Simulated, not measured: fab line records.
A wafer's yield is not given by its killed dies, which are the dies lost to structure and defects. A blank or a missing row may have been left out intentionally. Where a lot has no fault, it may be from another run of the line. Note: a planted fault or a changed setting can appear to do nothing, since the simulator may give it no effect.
Struck lot and sound lot, side by side ; flow sky130 ; 17 steps out of a route of 708
Sound: the wafers L862.2, L862.4, L862.6. Struck: wafers L860.1, L860.4, L860.5. The cause is given at the end.
Each step with rows lists, per side, the tool, then ch with its chambers, then its first start. Under that, the readings that differ: sound wafers ; struck wafers ; difference of the means ; sigmas: that difference in standard deviations of wafers without a fault.
alike: readings whose means differ by less than 2 such deviations, and words and numbers that are the same on both sides. not compared: withheld readings, readings that some wafer has no value for, bounds like >300 that may hide the same value, and numbers for which the record gives no deviation and whose values overlap.
A row with sigmas, a row that says differs or no value, or rows on one side alone: a step with any of these is where the two part. Numbers that have no deviation but don't overlap get no sigmas and don't part them. A reading missing from all wafers of one side parts the sides only when that side holds two or more wafers.

first, 1 step without rows for these wafers: SKY_LDD_N_IMPLANT_15.
SKY_LDD_N_STRIP_16: strips in O2/N2.
  sound on plasmaAsher-01 ch 0, day 22 17:22; struck on plasmaAsher-04 ch 0,1, day 21 22:52
  alike: drypumpMotorCurrentA, oesProductAu, stripTimeToEndpointS
  not compared: rfHoursCounterH
SKY_LDD_N_TW_MEAS_17:
  sound: filmMetro-03 at day 22 17:28; struck: filmMetro-04 at day 21 22:58
reading;sound;struck;difference;sigmas
LDD_N_TW;2566 2560 2562;2600 2595 2599;+35;+2
then, 7 steps without rows for these wafers: SKY_LDD_P_DEHYDRATE_00 (time 60 s); SKY_LDD_P_HMDS_01 (prime time 60 s); SKY_LDD_P_COAT_02 (resist thk 1140 nm); SKY_LDD_P_SOFTBAKE_03 (time 60 s); SKY_LDD_P_EXPOSE_04 (exposes mask PSDM, target cd 380 nm); SKY_LDD_P_PEB_05; SKY_LDD_P_DEVELOP_06 (develop time 60 s).
SKY_LDD_P_CD_MEAS_07: the cd target is 380 nm.
  sound: cdSem-01 at day 23 22:53; struck: cdSem-02 at day 23 04:22
  alike: cdNm
SKY_LDD_P_OVL_MEAS_08:
  sound: overlay-01 at day 23 23:00; struck: overlay-01 at day 23 04:29
  alike: LDD_P_OVL
SKY_LDD_P_IMPLANT_09:
  sound on implanter-04 ch 0, day 23 23:04; struck on implanter-03 ch 0, day 23 04:31
reading;sound;struck;difference;sigmas
doseIonsCm2;1.0007e+13 9.997e+12 9.999e+12;1.0726e+13 1.0727e+13 1.0729e+13;+7.2633e+11;+78
faradayCurrentUA;57.0 56.1 58.2;59.7 61.2 60.9;+3.5;+3
SKY_LDD_P_STRIP_10: strips in O2/N2.
  sound on plasmaAsher-01 ch 0,1, day 23 23:11; struck on plasmaAsher-04 ch 0,1, day 23 04:40
  alike: drypumpMotorCurrentA, oesProductAu, stripTimeToEndpointS
  not compared: rfHoursCounterH
SKY_LDD_P_TW_MEAS_11:
  sound: filmMetro-03 at day 23 23:17; struck: filmMetro-02 at day 23 04:46
reading;sound;struck;difference;sigmas
LDD_P_TW;631 630 629;643 645 641;+13;+4
then, 1 step without rows for these wafers: SKY_LDD_HVN_DEHYDRATE_00 (time 60 s).
-- a jump in the record: the struck wafers' starts before and after are 25 days apart (it breaks off in module LDD_HVN and resumes in module PAD_OPEN, where the first step shown is number 708 of the route) --
SKY_PAD_OPEN_PROBE_99:
  sound: prober-02 at day 49 01:22; struck: prober-02 at day 48 09:30
reading;sound;struck;difference;sigmas
model.etest.tipP.rsOhmSq;6900 6864 6897;6522 6549 6559;-344;
  alike: killed_at_M0_to_M3, killed_at_M4_up, killedAtContacts, killedAtFrontEnd, killedAtOther, killedDies, killedOpen, killedShort

## WHERE THEY PART
At SKY_LDD_N_TW_MEAS_17 first; at SKY_LDD_P_TW_MEAS_11 last (within this record only). Later steps at which nothing parts them and some readings are alike: SKY_PAD_OPEN_PROBE_99.

WHY: what had been put in by the simulator
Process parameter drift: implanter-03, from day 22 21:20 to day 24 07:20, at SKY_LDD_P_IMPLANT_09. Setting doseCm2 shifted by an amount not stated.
